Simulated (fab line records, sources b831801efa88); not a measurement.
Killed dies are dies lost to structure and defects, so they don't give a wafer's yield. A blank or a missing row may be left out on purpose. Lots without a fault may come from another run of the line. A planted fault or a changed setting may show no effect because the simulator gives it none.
Which tool did it? | flow sky130 | 7 lots, 21 wafers sampled, at 1 step of a route of 708

WHAT THE GAUGES READ, wafer by wafer
SKY_VT_ADJUST_HVTP_CD_MEAS_07: target cd 380 nm.
lot  | measured     | on        | cd_nm (nm)
L566 | day 6 05:38  | cd_sem-01 | 382.1 379.3 379.6
L569 | day 7 21:41  | cd_sem-02 | 377.6 383.1 382.6
L573 | day 8 13:47  | cd_sem-01 | 382.8 379.8 379.7
L577 | day 9 15:46  | cd_sem-02 | 374.3 376.8 377.6
L580 | day 10 06:17 | cd_sem-02 | 384.5 383.3 385.1
L582 | day 10 17:26 | cd_sem-01 | 380.6 380.5 380.9
L586 | day 12 00:38 | cd_sem-02 | 380.7 380.7 378.7

WHICH TOOL RAN EACH LOT (tool, then ch and the chambers of the sampled wafers, then the start)
The record holds no process step before these readings.

THE ANSWER, worked out from the rows above alone
Rule: what is usual is taken from the lots themselves. Put in order of their means at a reading, lots are off if they are a third of the lots or fewer, leave a main group of 4 or more, and stand apart from it by a gap of 3 or more times the standard deviation of the main group's means; of several such gaps the widest counts. A main group whose means are all the same, to the digits that the tables above print for the reading, isn't used. A lot without any number at a reading at which 4 lots or more have one is off too. The other lots that the step has rows for count as sound.
No lot is off at any reading shown: from this, nothing can be told.

WHAT THE SIMULATOR HAD PUT IN
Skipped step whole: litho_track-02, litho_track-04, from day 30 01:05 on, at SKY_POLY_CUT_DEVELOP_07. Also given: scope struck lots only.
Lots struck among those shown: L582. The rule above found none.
